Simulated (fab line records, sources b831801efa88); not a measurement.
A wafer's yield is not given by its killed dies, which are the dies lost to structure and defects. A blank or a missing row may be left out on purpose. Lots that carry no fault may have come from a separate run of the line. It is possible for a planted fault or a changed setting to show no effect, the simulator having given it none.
Shared-tool check / flow sky130 / Lots sampled 12, wafers sampled 36

THE REASON FOR OPENING IT
At SKY_CONTACT_THK_MEAS_03 the reading CONTACT_HDPCVD_THK is flagged on 2 of 12 lots. Fault-free wafers read 563 nm, with a standard deviation of 6.4.
Rule: a lot gets a flag if all its wafers with a number sit over 4 standard deviations from that mean, or if no wafer of it has a number. The other lots count as sound.

lot=L777; measured=day 30 19:47; on=film-metro-01; CONTACT_HDPCVD_THK (nm), wafer by wafer=565 566 562; flag=
lot=L778; measured=day 31 00:55; on=film-metro-01; CONTACT_HDPCVD_THK (nm), wafer by wafer=574 567 562; flag=
lot=L779; measured=day 31 05:47; on=film-metro-04; CONTACT_HDPCVD_THK (nm), wafer by wafer=560 564 560; flag=
lot=L780; measured=day 31 16:13; on=film-metro-04; CONTACT_HDPCVD_THK (nm), wafer by wafer=572 570 569; flag=
lot=L783; measured=day 32 15:19; on=film-metro-03; CONTACT_HDPCVD_THK (nm), wafer by wafer=561 555 556; flag=
lot=L784; measured=day 33 09:46; on=film-metro-04; CONTACT_HDPCVD_THK (nm), wafer by wafer=573 555 560; flag=
lot=L785; measured=day 33 21:49; on=film-metro-03; CONTACT_HDPCVD_THK (nm), wafer by wafer=566 564 568; flag=
lot=L786; measured=day 33 22:46; on=film-metro-04; CONTACT_HDPCVD_THK (nm), wafer by wafer=562 578 571; flag=
lot=L790; measured=day 34 23:04; on=film-metro-01; CONTACT_HDPCVD_THK (nm), wafer by wafer=682 680 673; flag=FLAGGED
lot=L791; measured=day 35 11:19; on=film-metro-04; CONTACT_HDPCVD_THK (nm), wafer by wafer=687 679 683; flag=FLAGGED
lot=L799; measured=day 37 18:47; on=film-metro-01; CONTACT_HDPCVD_THK (nm), wafer by wafer=582 576 573; flag=
lot=L800; measured=day 37 21:45; on=film-metro-01; CONTACT_HDPCVD_THK (nm), wafer by wafer=564 564 558; flag=
The mean of the flagged lots' numbers is 681 nm, +118 nm from the usual (+18 standard deviations).

WHICH TOOL EACH LOT WENT THROUGH
The record holds 1 process step before the reading, out of a route of 708 steps. Every cell lists first the tool, next ch and the chambers used by the sampled wafers, and last the start.
lot=L777; flag=; SKY_CONTACT_HDPCVD_02=hdpcvd-02 ch 1,2, day 30 19:43
lot=L778; flag=; SKY_CONTACT_HDPCVD_02=hdpcvd-01 ch 0,1,2, day 31 00:51
lot=L779; flag=; SKY_CONTACT_HDPCVD_02=hdpcvd-01 ch 0,1,2, day 31 05:43
lot=L780; flag=; SKY_CONTACT_HDPCVD_02=hdpcvd-01 ch 0,1,2, day 31 16:08
lot=L783; flag=; SKY_CONTACT_HDPCVD_02=hdpcvd-01 ch 1,2, day 32 15:15
lot=L784; flag=; SKY_CONTACT_HDPCVD_02=hdpcvd-02 ch 1,2, day 33 09:42
lot=L785; flag=; SKY_CONTACT_HDPCVD_02=hdpcvd-01 ch 0,1, day 33 21:46
lot=L786; flag=; SKY_CONTACT_HDPCVD_02=hdpcvd-02 ch 0,2, day 33 22:41
lot=L790; flag=FLAGGED; SKY_CONTACT_HDPCVD_02=hdpcvd-02 ch 0,2, day 34 23:00
lot=L791; flag=FLAGGED; SKY_CONTACT_HDPCVD_02=hdpcvd-02 ch 0,1,2, day 35 11:14
lot=L799; flag=; SKY_CONTACT_HDPCVD_02=hdpcvd-01 ch 0,1,2, day 37 18:43
lot=L800; flag=; SKY_CONTACT_HDPCVD_02=hdpcvd-02 ch 0,2, day 37 21:40
What is done by these steps:
- SKY_CONTACT_HDPCVD_02: deposits SiO2, target thk 565 nm, time 94.2 s.
- SKY_CONTACT_THK_MEAS_03

FLAGGED AGAINST TOTAL, ONE TOOL AT A TIME (gauges that did the reading follow at the end)
step=SKY_CONTACT_HDPCVD_02; tool=hdpcvd-01; lots run=6; flagged=0; share of the flagged lots=none; sound lots run after its first flagged lot=-
step=SKY_CONTACT_HDPCVD_02; tool=hdpcvd-02; lots run=6; flagged=2; share of the flagged lots=all; sound lots run after its first flagged lot=1 (L800)
step=SKY_CONTACT_THK_MEAS_03; tool=film-metro-01; lots run=5; flagged=1; share of the flagged lots=some; sound lots run after its first flagged lot=2 (L799,L800)
step=SKY_CONTACT_THK_MEAS_03; tool=film-metro-03; lots run=2; flagged=0; share of the flagged lots=none; sound lots run after its first flagged lot=-
step=SKY_CONTACT_THK_MEAS_03; tool=film-metro-04; lots run=5; flagged=1; share of the flagged lots=some; sound lots run after its first flagged lot=0

WHAT IS ALLOWED BY THE TABLE
Rows of the table that ran each flagged lot: 1, that is hdpcvd-02 at SKY_CONTACT_HDPCVD_02.
- hdpcvd-02 at SKY_CONTACT_HDPCVD_02: 2 of its 6 lots flagged. After the first flagged lot (L800), sound lots still ran on it; a lasting fault on the whole tool would not permit that. Its own readings (sih4-flow-sccm) fall more than 4 standard deviations out on all wafers of the flagged lots.
Not one row of the table ran every flagged lot while running no sound lot after the first.

WHAT HAD BEEN PUT IN BY THE SIMULATOR
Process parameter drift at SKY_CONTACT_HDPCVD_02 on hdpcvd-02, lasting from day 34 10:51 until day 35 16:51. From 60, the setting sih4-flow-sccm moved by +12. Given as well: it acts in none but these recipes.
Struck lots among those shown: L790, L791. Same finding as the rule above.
